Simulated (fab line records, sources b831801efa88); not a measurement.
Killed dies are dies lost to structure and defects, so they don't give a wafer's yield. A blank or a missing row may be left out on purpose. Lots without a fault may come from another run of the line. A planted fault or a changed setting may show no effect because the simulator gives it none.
fab line records | flow sky130
record lots=5 wafers=14 last_day=50
route steps=708 shown VIA2@527 METAL3@532 CAPM@537 PAD_OPEN@708
lots that met no fault: from a run of the same line without faults
start_h: hours from the record's first day to the start of the lot's first wafer shown | wait_h: hours since the lot's step before | " the same as in the row above | L1.1+2: a row that stands for several wafers | - no value, or no start given | * or withheld: withheld | < > ~ a bound
route shown NAME@n: a module of which the file shows steps, and the number in the route of the first | usual: mean/standard deviation of fault-free wafers | same: alike in all rows | chamber/n: place in a boat | sites: the reading at each site | _std_site: their standard deviation | _edge_site: outer sites' mean less inner sites' | radius_mm: how far each site lies from the wafer's centre | mask NAME#n: copy n | behind: the tool/chamber that last shaped the wafer | hold: why the lot was held/for how many hours/how that ended | device: the transistor (n, p or np) that didn't switch | end of line: the same wafers' tests at the end of the route | a step without rows: its recipe alone | killed: dies lost to structure and defects at the first sort, not the wafer's yield | map: a wafer's dies, x killed, . not, _ none there
set.NAME: the setting as run; set.NAME@STEP: as run at that earlier step | model.NAME: the simulator's own value behind a step, which no gauge read
lots at some steps of the route; a table a step, a row a wafer
services: from which hour (start_h, from the record's first day; less than 0 if before it) a tool's chamber was out of use, for how many hours, and why
## steps
# step SKY_VIA2_SPUTTER_20
# recipe material=TiN target_thk_nm=20 chamber_pressure_pa=5 power_w=4000 time_s=80
# usual throttle_valve_pct=30.0/1
# same time_s=80
# columns lot.wafer tool chamber start_h wait_h throttle_valve_pct
L921.1 pvd_sputter-04 - 855.21 0.0 29.8
L921.2 " - " " 30.7
L921.4 " - " " 30.1
L926.2 pvd_sputter-03 - 890.38 0.0 28.2
L926.3 " - " " 29.2
L926.4 " - " " 28.8
L930.1 pvd_sputter-03 - 921.59 0.0 29.6
L930.5 " - " " 29.5
L930.6 " - " " 29.0
L934.2 pvd_sputter-04 - 954.13 0.0 32.0
L934.5 " - " " 32.0
L942.1 pvd_sputter-02 - 1002.69 0.0 31.9
L942.2 " - " " 29.6
L942.6 " - " " 29.3
# step SKY_VIA2_CVD_21
# recipe material=W target_thk_nm=420 time_s=126.4 temp_c=400 pressure_torr=40
# step SKY_VIA2_RS_MEAS_22
# recipe thk_meas_gauge=four-point-probe reads=W_of_VIA2_CVD_21+TiN_of_VIA2_SPUTTER_20
# usual VIA2_W_RS=0.272/0.0037
# columns lot.wafer tool chamber start_h wait_h VIA2_W_RS[ohm/sq]
L921.1 film_metro-01 - 855.40 0.1 0.273
L921.2 " - " " 0.269
L921.4 " - " " 0.272
L926.2 film_metro-04 - 890.59 0.1 0.284
L926.3 " - " " 0.275
L926.4 " - " " 0.282
L930.1 film_metro-04 - 921.79 0.1 0.278
L930.5 " - " " 0.276
L930.6 " - " " 0.270
L934.2 film_metro-04 - 954.34 0.1 0.276
L934.5 " - " " 0.274
L942.1 film_metro-01 - 1002.88 0.1 0.278
L942.2 " - " " 0.271
L942.6 " - " " 0.274
# step SKY_VIA2_THK_MEAS_23
# recipe thk_meas_gauge=xrf reads=W_of_VIA2_CVD_21
# usual VIA2_W_THK=414/7.3
# columns lot.wafer tool chamber start_h wait_h VIA2_W_THK[nm]
L921.1 film_metro-01 - 855.52 0.1 418
L921.2 " - " " 424
L921.4 " - " " 415
L926.2 film_metro-04 - 890.70 0.1 390
L926.3 " - " " 402
L926.4 " - " " 394
L930.1 film_metro-04 - 921.91 0.1 402
L930.5 " - " " 407
L930.6 " - " " 413
L934.2 film_metro-04 - 954.45 0.1 405
L934.5 " - " " 403
L942.1 film_metro-01 - 1003.00 0.1 410
L942.2 " - " " 424
L942.6 " - " " 418
# step SKY_VIA2_CMP_24
# recipe stop_on=SiO2 t_overpolish_s=20 down_force_psi=3.5 platen_rpm=60 target_thk_nm=0 pad_velocity_m_s=0.94248
# step SKY_METAL3_SPUTTER_00
# recipe material=Ti target_thk_nm=15 power_w=3000 time_s=10 chamber_pressure_pa=0.4
# step SKY_METAL3_SPUTTER_01
# recipe material=TiN target_thk_nm=20 power_w=6500 time_s=16.7 chamber_pressure_pa=0.4
# usual throttle_valve_pct=30.4/0.91
# same time_s=16.7
# columns lot.wafer tool chamber start_h wait_h throttle_valve_pct
L921.1 pvd_sputter-01 - 855.90 0.0 30.4
L921.2 " - " " 31.8
L921.4 " - " " 30.1
L926.2 pvd_sputter-04 - 891.07 0.0 29.7
L926.3 " - " " 32.7
L926.4 " - " " 30.4
L930.1 pvd_sputter-04 - 922.29 0.0 30.8
L930.5 " - " " 30.7
L930.6 " - " " 32.2
L934.2 pvd_sputter-01 - 954.82 0.0 31.6
L934.5 " - " " 30.1
L942.1 pvd_sputter-01 - 1003.38 0.0 30.2
L942.2 " - " " 30.0
L942.6 " - " " 30.1
# step SKY_METAL3_SPUTTER_02
# recipe material=AlCu target_thk_nm=735 power_w=10600 time_s=39.1 chamber_pressure_pa=0.4
# usual throttle_valve_pct=30.4/0.9
# same time_s=39.1
# columns lot.wafer tool chamber start_h wait_h throttle_valve_pct
L921.1 pvd_sputter-01 - 855.92 0.0 30.1
L921.2 " - " " 31.5
L921.4 " - " " 30.0
L926.2 pvd_sputter-04 - 891.09 0.0 30.2
L926.3 " - " " 32.1
L926.4 " - " " 30.2
L930.1 pvd_sputter-04 - 922.31 0.0 30.7
L930.5 " - " " 30.6
L930.6 " - " " 32.1
L934.2 pvd_sputter-01 - 954.85 0.0 31.7
L934.5 " - " " 30.2
L942.1 pvd_sputter-01 - 1003.41 0.0 30.2
L942.2 " - " " 29.8
L942.6 " - " " 30.0
# step SKY_METAL3_SPUTTER_03
# recipe material=Ti target_thk_nm=5 power_w=3000 time_s=3.3 chamber_pressure_pa=0.4
# step SKY_METAL3_SPUTTER_04
# recipe material=TiN target_thk_nm=70 power_w=6500 time_s=58.3 chamber_pressure_pa=0.4
# step SKY_CAPM_CVD_00
# recipe material=SiO2 target_thk_nm=15.5 temp_c=400 time_s=withheld rf_w=450
# step SKY_CAPM_THK_MEAS_01
# recipe reads=SiO2_of_CAPM_CVD_00
# usual CAPM_CVD_00_THK=15.52/0.28
# columns lot.wafer tool chamber start_h wait_h CAPM_CVD_00_THK[nm]
L921.1 film_metro-04 - 856.06 - 14.95
L921.2 " - " " 14.91
L921.4 " - " " 14.98
L926.2 film_metro-03 - 891.23 - 15.39
L926.3 " - " " 15.53
L926.4 " - " " 15.82
L930.1 film_metro-01 - 922.45 - 15.23
L930.5 " - " " 15.47
L930.6 " - " " 15.26
L934.2 film_metro-04 - 954.98 - 15.37
L934.5 " - " " 15.67
L942.1 film_metro-01 - 1003.54 - 15.24
L942.2 " - " " 15.10
L942.6 " - " " 15.65
# step SKY_CAPM_SPUTTER_02
# recipe material=TiN target_thk_nm=200 temp_c=300 power_w=6500 time_s=166.7 chamber_pressure_pa=0.4
# usual throttle_valve_pct=30.1/1.1
# columns lot.wafer tool chamber start_h wait_h throttle_valve_pct model.TiN_of_CAPM_SPUTTER_02.thk_nm
L921.1 pvd_sputter-04 - 856.12 0.1 30.7 201.5
L921.2 " - " " 29.8 204.8
L921.4 " - " " 32.0 199.7
L926.2 pvd_sputter-01 - 891.28 0.0 31.7 203.1
L926.3 " - " " 30.1 200.3
L926.4 " - " " 30.4 199.7
L930.1 pvd_sputter-03 - 922.51 0.1 29.5 202.2
L930.5 " - " " 29.6 197.6
L930.6 " - " " 30.1 201
L934.2 pvd_sputter-03 - 955.03 0.0 29.8 204.3
L934.5 " - " " 29.0 201.7
L942.1 pvd_sputter-04 - 1003.60 0.1 32.0 200
L942.2 " - " " 31.3 201.1
L942.6 " - " " 30.3 201.2
# step SKY_CAPM_RS_MEAS_03
# recipe thk_meas_gauge=four-point-probe reads=TiN_of_CAPM_SPUTTER_02
# usual CAPM_TIN_RS=6.89/0.079
# columns lot.wafer tool chamber start_h wait_h CAPM_TIN_RS[ohm/sq]
L921.1 film_metro-03 - 856.23 0.1 6.86
L921.2 " - " " 6.76
L921.4 " - " " 6.92
L926.2 film_metro-03 - 891.41 0.1 6.81
L926.3 " - " " 6.90
L926.4 " - " " 6.93
L930.1 film_metro-03 - 922.62 0.1 6.83
L930.5 " - " " 6.99
L930.6 " - " " 6.86
L934.2 film_metro-03 - 955.16 0.1 6.77
L934.5 " - " " 6.86
L942.1 film_metro-03 - 1003.71 0.1 6.90
L942.2 " - " " 6.86
L942.6 " - " " 6.85
# step SKY_CAPM_THK_MEAS_04
# recipe thk_meas_gauge=xrf reads=TiN_of_CAPM_SPUTTER_02
# usual CAPM_TIN_THK=203.3/2.3
# columns lot.wafer tool chamber start_h wait_h CAPM_TIN_THK[nm]
L921.1 film_metro-03 - 856.35 0.1 204.3
L921.2 " - " " 207.1
L921.4 " - " " 200.9
L926.2 film_metro-03 - 891.52 0.1 205.4
L926.3 " - " " 202.7
L926.4 " - " " 201.8
L930.1 film_metro-03 - 922.74 0.1 205.0
L930.5 " - " " 200.5
L930.6 " - " " 203.2
L934.2 film_metro-03 - 955.27 0.1 208.1
L934.5 " - " " 205.2
L942.1 film_metro-03 - 1003.83 0.1 202.7
L942.2 " - " " 203.4
L942.6 " - " " 203.4
# step SKY_CAPM_DEHYDRATE_05
# recipe temp_c=200 time_s=60
# step SKY_CAPM_HMDS_06
# recipe prime_time_s=60 prime_temp_c=120
# step SKY_CAPM_COAT_07
# recipe resist=NOVOLAK spin_rpm=3000 resist_thk_nm=1140
# step SKY_CAPM_SOFTBAKE_08
# recipe temp_c=90 time_s=60 resist=NOVOLAK
# step SKY_CAPM_EXPOSE_09
# recipe mask_id=CAPM na=0.6 source_shape=conventional sigma_outer=0.6 polarization=unpolarized target_cd_nm=1000 dose_mj=159
# step SKY_CAPM_PEB_10
# recipe temp_c=withheld time_s=* resist=NOVOLAK
# step SKY_CAPM_DEVELOP_11
# recipe resist=NOVOLAK developer=TMAH develop_time_s=60 dev_temp_c=23
# step SKY_CAPM_OVL_MEAS_12
# usual CAPM_OVL=-0.3/1.6
# columns lot.wafer tool chamber start_h wait_h CAPM_OVL[nm]
L921.1 overlay-01 - 882.02 0.1 -2.0
L921.2 " - " " -1.4
L921.4 " - " " -3.1
L926.2 overlay-02 - 916.49 0.1 -0.3
L926.3 " - " " 0.8
L926.4 " - " " 1.0
L930.1 overlay-01 - 947.47 0.1 -0.7
L930.5 " - " " -0.9
L930.6 " - " " -1.7
L934.2 overlay-01 - 977.89 0.1 -0.3
L934.5 " - " " 1.9
L942.1 overlay-02 - 1026.79 0.1 -0.7
L942.2 " - " " 0.0
L942.6 " - " " 0.1
# step SKY_CAPM_METAL_ETCH_13
# recipe target_depth_nm=220 stop_on=SiO2 chemistry=Cl2/BCl3 target=TiN pressure_mtorr=10 icp_w=900 bias_w=48.5 Cl2_flow_sccm=60 bcl3_flow_sccm=30 time_s=62.9
# usual bcl3_flow_sccm=30.00/0.085 drypump_motor_current_A=5.72/0.26 oes_product_au=0.943/0.0075 throttle_valve_pct=21.900/0.0099
# same time_s=62.9
# columns lot.wafer tool chamber start_h wait_h bcl3_flow_sccm drypump_motor_current_A oes_product_au rf_hours_counter_h throttle_valve_pct model.CAPM.feature_depth_nm model.etch.depth_nm
L921.1 rie_metal-04 0 882.06 0.0 29.99 5.71 0.945 5 21.919 201.5 201.5
L921.2 " 1 " " 30.02 5.45 0.950 4 21.886 204.8 204.8
L921.4 " 0 " " 29.98 5.74 0.939 - 21.895 199.7 199.7
L926.2 rie_metal-03 1 916.52 0.0 30.01 6.28 0.946 0 21.880 203.1 203.1
L926.3 " 0 " " 30.01 5.73 0.943 - 21.912 200.3 200.3
L926.4 " 1 " " 29.97 6.25 0.935 - 21.905 199.7 199.7
L930.1 rie_metal-04 1 947.50 0.0 30.02 5.42 0.944 7 21.879 202.2 202.2
L930.5 " 1 " " 30.07 5.45 0.935 - 21.908 197.6 197.6
L930.6 " 0 " " 30.00 5.72 0.939 - 21.895 201 201
L934.2 rie_metal-01 1 977.92 0.0 30.16 5.78 0.947 3 21.893 204.3 204.3
L934.5 " 1 " " 30.05 5.78 0.943 - 21.908 201.7 201.7
L942.1 rie_metal-04 1 1026.82 0.0 30.06 5.42 0.936 12 21.902 200 200
L942.2 " 0 " " 29.92 5.73 0.946 14 21.901 201.1 201.1
L942.6 " 1 " " 30.02 5.40 0.947 - 21.908 201.2 201.2
# step SKY_CAPM_STRIP_14
# recipe chemistry=O2/N2 power_w=1400 pressure_mtorr=1500 platen_temp_c=withheld o2_flow_sccm=3000 n2_flow_sccm=300 overash_fraction=0.5
# usual drypump_motor_current_A=5.84/0.16 oes_product_au=0.710/0.0044 strip_time_to_endpoint_s=12.66/0.046
# columns lot.wafer tool chamber start_h wait_h drypump_motor_current_A oes_product_au rf_hours_counter_h strip_time_to_endpoint_s
L921.1 plasma_asher-02 1 882.14 0.1 5.55 0.705 104 12.70
L921.2 " 0 " " 6.01 0.710 104 12.65
L921.4 " 0 " " 6.00 0.709 - 12.65
L926.2 plasma_asher-01 0 916.60 0.1 5.93 0.708 81 12.65
L926.3 " 0 " " 5.94 0.706 - 12.57
L926.4 " 1 " " 5.92 0.711 - 12.61
L930.1 plasma_asher-03 1 947.58 0.1 5.65 0.709 50 12.62
L930.5 " 0 " " 5.96 0.705 - 12.57
L930.6 " 1 " " 5.63 0.707 - 12.67
L934.2 plasma_asher-03 0 978.00 0.1 5.98 0.705 53 12.67
L934.5 " 1 " " 5.64 0.713 - 12.62
L942.1 plasma_asher-01 1 1026.90 0.1 5.93 0.708 93 12.64
L942.2 " 0 " " 5.93 0.711 93 12.67
L942.6 " 0 " " 5.91 0.709 - 12.57
# step SKY_CAPM_STRIP_15
# recipe chemistry=post_etch_residue_remover time_s=1200 temp_c=72.5
# step SKY_CAPM_CLEAN_16
# recipe chemistry=IPA time_s=180 temp_c=25
# step SKY_CAPM_CLEAN_17
# recipe chemistry=O3/DIW dry=n2_spin
# step SKY_METAL3_DEHYDRATE_05
# recipe temp_c=200 time_s=60
# step SKY_METAL3_HMDS_06
# recipe prime_time_s=60 prime_temp_c=120
# step SKY_METAL3_COAT_07
# recipe resist=BARC temp_c=withheld time_s=withheld spin_rpm=3000 resist_thk_nm=60
# step SKY_METAL3_COAT_08
# recipe resist=KrF-thick spin_rpm=3000 resist_thk_nm=1140
# step SKY_METAL3_SOFTBAKE_09
# recipe temp_c=100 time_s=90 resist=KrF-thick
# step SKY_METAL3_EXPOSE_10
# recipe mask_id=MM3 na=0.68 source_shape=annular sigma_inner=0.4 sigma_outer=0.8 target_cd_nm=300 dose_mj=28
# step SKY_METAL3_PEB_11
# recipe peb_temp_c=withheld peb_time_s=withheld resist=KrF-thick
# step SKY_METAL3_DEVELOP_12
# recipe develop_time_s=60 resist=KrF-thick dev_temp_c=21
# step SKY_METAL3_CD_MEAS_13
# recipe target_cd_nm=300
# usual cd_nm=300.4/1.5
# columns lot.wafer tool chamber start_h wait_h cd_nm
L921.1 cd_sem-02 - 907.82 - 300.7
L921.2 " - " " 300.9
L921.4 " - " " 300.3
L926.2 cd_sem-02 - 941.43 - 300.8
L926.3 " - " " 302.0
L926.4 " - " " 301.6
L930.1 cd_sem-02 - 972.42 - 299.6
L930.5 " - " " 298.8
L930.6 " - " " 299.6
L934.2 cd_sem-02 - 1002.14 - 300.1
L934.5 " - " " 299.5
L942.1 cd_sem-02 - 1049.51 - 299.5
L942.2 " - " " 300.5
L942.6 " - " " 300.9
# step SKY_METAL3_OVL_MEAS_14
# usual METAL3_OVL=0/5.9
# columns lot.wafer tool chamber start_h wait_h METAL3_OVL[nm]
L921.1 overlay-01 - 907.94 0.1 9
L921.2 " - " " 10
L921.4 " - " " 11
L926.2 overlay-01 - 941.54 0.1 -2
L926.3 " - " " -1
L926.4 " - " " 0
L930.1 overlay-02 - 972.54 0.1 -8
L930.5 " - " " -10
L930.6 " - " " -7
L934.2 overlay-01 - 1002.24 0.1 1
L934.5 " - " " 8
L942.1 overlay-01 - 1049.63 0.1 -1
L942.2 " - " " -1
L942.6 " - " " 2
# step SKY_METAL3_DESCUM_15
# recipe chemistry=O2 source_power_w=150 bias_power_w=0 pressure_mtorr=10 temp_c=40 time_s=8
# step SKY_METAL3_ETCH_16
# recipe chemistry=N2/H2 target=BARC ion_energy_ev=200 bias_w=100 pressure_mtorr=30 n2_flow_sccm=100 h2_flow_sccm=200 icp_w=500 stop_on=SiO2 time_s=88.2 target_depth_a=600
# usual drypump_motor_current_A=5.56/0.19 oes_product_au=0.626/0.0047 throttle_valve_pct=13.206/0.0085
# same time_s=88.2
# columns lot.wafer tool chamber start_h wait_h drypump_motor_current_A oes_product_au rf_hours_counter_h throttle_valve_pct
L921.1 rie_metal-01 0 908.04 0.1 5.52 0.629 10 13.205
L921.2 " 0 " " 5.51 0.618 - 13.205
L921.4 " 0 " " 5.52 0.623 - 13.188
L926.2 rie_metal-02 1 941.60 0.0 5.59 0.629 8 13.207
L926.3 " 0 " " 5.16 0.618 - 13.205
L926.4 " 1 " " 5.62 0.623 - 13.198
L930.1 rie_metal-04 1 972.61 0.0 5.38 0.626 8 13.218
L930.5 " 1 " " 5.39 0.616 - 13.201
L930.6 " 0 " " 5.76 0.624 - 13.211
L934.2 rie_metal-01 1 1002.31 0.0 5.78 0.630 5 13.210
L934.5 " 0 " " 5.51 0.619 - 13.205
L942.1 rie_metal-04 0 1049.70 0.0 5.75 0.623 15 13.209
L942.2 " 1 " " 5.40 0.620 13 13.215
L942.6 " 0 " " 5.72 0.623 - 13.202
# step SKY_METAL3_ETCH_17
# recipe target=SiO2 stop_on=TiN chemistry=C4F8/O2/Ar source_w=1500 bias_w=1200 pressure_mtorr=40 c4f8_flow_sccm=withheld O2_flow_sccm=6 Ar_flow_sccm=300 time_s=3.9 target_depth_a=150
# step SKY_METAL3_METAL_ETCH_18
# recipe target_depth_a=8450 stop_on=SiO2 over_etch_frac=0.3 time_s=183.1 chemistry=Cl2/BCl3 resist_sidewall_deg=88 pressure_mtorr=10 icp_w=900 bias_w=48.5 Cl2_flow_sccm=60 bcl3_flow_sccm=30
# step SKY_METAL3_STRIP_20
# recipe chemistry=post_etch_residue_remover time_s=1200 temp_c=72.5
# same time_s=1200
# columns lot.wafer tool chamber start_h wait_h model.TiN_of_CAPM_SPUTTER_02.thk_nm
L921.1 wet_bench-02 3 908.53 0.1 200.7
L921.2 " 3 " " 204
L921.4 " 3 " " 198.9
L926.2 wet_bench-03 3 942.00 0.1 202.2
L926.3 " 3 " " 199.5
L926.4 " 3 " " 198.8
L930.1 wet_bench-03 0 973.01 0.1 201.3
L930.5 " 0 " " 196.8
L930.6 " 0 " " 200.2
L934.2 wet_bench-03 2 1002.70 0.1 203.4
L934.5 " 2 " " 200.9
L942.1 wet_bench-01 0 1050.10 0.1 199.2
L942.2 " 0 " " 200.3
L942.6 " 0 " " 200.4
# step SKY_PAD_OPEN_PROBE_99
# usual defect_limited_yield=82.6/1.8 killed_at_M0_to_M3=43/6.4 killed_at_M4_up=2.8/1.7 killed_at_contacts=24/5.5 killed_at_front_end=15/4 killed_at_other=0.3/0.54 killed_dies=86/9.1 killed_open=47/6.6 killed_short=39/6.2 sort_bin_3_pad_short=0.9/0.45 sort_bin_5_function=10.4/1.4 sort_bin_6_memory=6.2/1.1 sort_n_pass=406/9.1 sort_yield_pct=82.6/1.8
# same gross_dies=492 killed_at_back_side=0 sort_bin_4_leakage[%]=0 sort_bin_8_speed[%]=0
# columns lot.wafer tool chamber start_h wait_h defect_limited_yield[%] killed_at_M0_to_M3 killed_at_M4_up killed_at_contacts killed_at_front_end killed_at_other killed_dies killed_open killed_short sort_bin_3_pad_short[%] sort_bin_5_function[%] sort_bin_6_memory[%] sort_n_pass sort_yield_pct[%] model.etest.cap_mim.plate_ohm_sq
L921.1 prober-02 - 1081.55 0.1 81.5 47 3 30 11 0 91 57 34 0.6 9.3 8.5 401 81.5 5.937
L921.2 prober-02 - 1081.60 0.1 80.3 49 2 30 16 0 97 52 45 1.6 9.1 8.9 395 80.3 5.805
L921.4 prober-02 - 1081.70 0.2 81.5 45 3 26 17 0 91 43 48 1.2 10.4 6.9 401 81.5 6.018
L926.2 prober-02 - 1110.08 0.1 84.6 44 2 19 11 0 76 47 29 0.6 9.3 5.5 416 84.6 5.885
L926.3 prober-02 - 1110.13 0.2 85.2 38 2 18 14 1 73 39 34 0.2 11.4 3.3 419 85.2 5.985
L926.4 prober-02 - 1110.18 0.2 83.1 43 3 28 8 1 83 45 38 0.2 10.6 6.1 409 83.1 6.028
L930.1 prober-02 - 1133.97 0.1 79.5 56 2 25 18 0 101 58 43 1.8 12.2 6.5 391 79.5 5.904
L930.5 prober-02 - 1134.17 0.2 80.9 52 2 29 11 0 94 58 36 0.4 12.0 6.7 398 80.9 6.073
L930.6 prober-02 - 1134.22 0.2 81.3 48 1 33 9 1 92 50 42 0.6 11.2 6.9 400 81.3 5.972
L934.2 prober-02 - 1159.00 0.1 80.9 49 4 22 18 1 94 42 52 0.6 11.2 7.3 398 80.9 5.87
L934.5 prober-02 - 1159.15 0.2 84.8 35 2 22 15 1 75 35 40 1.6 9.6 4.1 417 84.8 5.934
L942.1 prober-02 - 1193.18 0.1 82.7 38 2 25 20 0 85 43 42 1.2 8.7 7.3 407 82.7 6.044
L942.2 prober-02 - 1193.23 0.1 84.6 37 4 21 14 0 76 40 36 0.4 11.2 3.9 416 84.6 5.969
L942.6 prober-02 - 1193.43 0.2 85.4 39 1 19 12 1 72 42 30 0.6 9.1 4.9 420 85.4 5.924
# killed by level:class
L921.1 LI_CONTACT:geometric_particle:open=12 CONTACT:geometric_particle:open=11 VIA3:geometric_particle:open=10 VIA1:geometric_particle:short=8 VIA1:geometric_particle:open=7 METAL1:geometric_particle:short=5 VIA2:geometric_particle:open=4 CONTACT:geometric_particle:short=4
L921.2 CONTACT:geometric_particle:open=10 VIA2:geometric_particle:open=8 VIA1:geometric_particle:open=7 VIA3:geometric_particle:open=7 LI_CONTACT:geometric_particle:open=6 METAL1:geometric_particle:short=6 VIA3:geometric_particle:short=6 LOCAL_INTERCONNECT:geometric_particle:short=5
L921.4 CONTACT:geometric_particle:open=10 VIA1:geometric_particle:open=9 VIA3:geometric_particle:open=7 CONTACT:geometric_particle:short=6 FIELD_ISO:geometric_particle:short=5 POLY_GATE:geometric_particle:short=5 METAL1:geometric_particle:short=5 VIA1:geometric_particle:short=5
L926.2 VIA1:geometric_particle:open=11 VIA2:geometric_particle:open=7 CONTACT:geometric_particle:open=6 VIA3:geometric_particle:open=6 LI_CONTACT:geometric_particle:open=5 FIELD_ISO:geometric_particle:open=4 METAL2:geometric_particle:short=4 LOCAL_INTERCONNECT:geometric_particle:short=3
L926.3 VIA1:geometric_particle:open=7 VIA2:geometric_particle:open=7 VIA3:geometric_particle:open=6 LI_CONTACT:geometric_particle:open=5 METAL1:geometric_particle:short=5 LI_CONTACT:geometric_particle:short=4 CONTACT:geometric_particle:open=4 METAL2:geometric_particle:short=4
L926.4 CONTACT:geometric_particle:open=11 VIA1:geometric_particle:open=9 LI_CONTACT:geometric_particle:open=7 VIA2:geometric_particle:open=6 METAL1:geometric_particle:short=6 METAL2:geometric_particle:short=6 CONTACT:geometric_particle:short=5 METAL3:geometric_particle:short=5
L930.1 VIA3:geometric_particle:open=11 VIA1:geometric_particle:open=9 CONTACT:geometric_particle:open=8 FIELD_ISO:geometric_particle:open=7 VIA2:geometric_particle:open=6 POLY_GATE:geometric_particle:open=6 LI_CONTACT:geometric_particle:open=6 CONTACT:geometric_particle:short=6
L930.5 VIA1:geometric_particle:open=15 CONTACT:geometric_particle:open=11 LI_CONTACT:geometric_particle:open=8 VIA1:geometric_particle:short=6 VIA3:geometric_particle:open=5 METAL1:geometric_particle:short=5 LI_CONTACT:geometric_particle:short=4 METAL2:geometric_particle:short=4
L930.6 CONTACT:geometric_particle:open=10 VIA1:geometric_particle:open=9 CONTACT:geometric_particle:short=7 VIA2:geometric_particle:open=7 VIA3:geometric_particle:open=6 LI_CONTACT:geometric_particle:open=6 VIA1:geometric_particle:short=6 LOCAL_INTERCONNECT:geometric_particle:short=5
L934.2 VIA3:geometric_particle:open=10 METAL1:geometric_particle:short=8 VIA1:geometric_particle:open=8 METAL2:geometric_particle:short=7 VIA1:geometric_particle:short=6 LOCAL_INTERCONNECT:geometric_particle:short=6 FIELD_ISO:geometric_particle:short=5 LI_CONTACT:geometric_particle:open=5
L934.5 VIA1:geometric_particle:open=11 FIELD_ISO:geometric_particle:short=7 CONTACT:geometric_particle:open=6 LI_CONTACT:geometric_particle:open=5 METAL1:geometric_particle:short=5 METAL2:geometric_particle:short=5 LOCAL_INTERCONNECT:geometric_particle:short=4 VIA3:geometric_particle:open=4
L942.1 CONTACT:geometric_particle:open=8 VIA2:geometric_particle:open=7 FIELD_ISO:geometric_particle:open=6 LI_CONTACT:geometric_particle:open=6 LOCAL_INTERCONNECT:geometric_particle:short=5 VIA1:geometric_particle:open=5 METAL3:geometric_particle:short=5 POLY_GATE:geometric_particle:short=4
L942.2 LI_CONTACT:geometric_particle:open=7 VIA1:geometric_particle:open=7 CONTACT:geometric_particle:short=6 VIA3:geometric_particle:open=6 FIELD_ISO:geometric_particle:short=5 VIA2:geometric_particle:open=5 CONTACT:geometric_particle:open=4 METAL3:geometric_particle:short=4
L942.6 VIA1:geometric_particle:open=9 VIA3:geometric_particle:open=7 LI_CONTACT:geometric_particle:open=6 METAL2:geometric_particle:short=6 CONTACT:geometric_particle:open=5 FIELD_ISO:geometric_particle:open=4 CONTACT:geometric_particle:short=4 POLY_GATE:geometric_particle:open=3
## services
# columns tool chamber start_h hours kind
pvd_sputter-04 3 832.59 - consumable_replace:kit
pvd_sputter-04 3 832.59 18.0 scheduled_down
pvd_sputter-04 3 832.59 18.0 vent_cycle
plasma_asher-02 - 835.28 1.9 repair
pvd_sputter-01 - 877.67 0.8 repair
rie_metal-04 0 901.40 2.6 repair
rie_metal-04 1 919.18 1.1 repair
pvd_sputter-01 - 919.69 3.4 repair
wet_bench-02 - 927.53 1.9 pm
rie_metal-03 0 944.44 4.7 repair
pvd_sputter-01 - 956.24 1.9 repair
pvd_sputter-03 - 964.99 3.3 repair
pvd_sputter-04 - 970.30 1.8 repair
rie_metal-01 0 978.41 13.1 repair
pvd_sputter-01 - 980.33 1.0 repair
pvd_sputter-02 - 994.26 3.7 repair
rie_metal-02 1 996.22 2.9 repair
wet_bench-02 - 1002.10 23.8 pm
rie_metal-03 - 1004.13 2.8 pm
wet_bench-03 - 1018.05 0.6 repair
pvd_sputter-04 - 1020.62 3.2 repair
pvd_sputter-04 2 1024.28 - consumable_replace:kit
pvd_sputter-04 2 1024.28 18.0 scheduled_down
pvd_sputter-03 - 1024.61 1.7 repair
## key
first_sign none at tools or gauges
model_effect step=SKY_CAPM_SPUTTER_02 value=TiN_of_CAPM_SPUTTER_02.thk_nm without=199.5 struck=204.3
model_effect step=SKY_CAPM_METAL_ETCH_13 value=CAPM.feature_depth_nm without=199.5 struck=204.3
model_effect step=SKY_METAL3_STRIP_20 value=TiN_of_CAPM_SPUTTER_02.thk_nm without=198.7 struck=203.4
model_effect step=SKY_PAD_OPEN_PROBE_99 value=etest.cap_mim.plate_ohm_sq without=6.01 struck=5.87
met_at SKY_CAPM_SPUTTER_02
struck_wafers L934.2
onset_between 922.51 955.03
fault kind=process_parameter_drift tool=pvd_sputter-03 chamber=- onset_h=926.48 steps=SKY_CAPM_SPUTTER_02 channel=target_thk_nm offset=4.7622 shape=step end_h=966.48 scope=struck_wafers_only acts_in=these_recipes_only stated=200
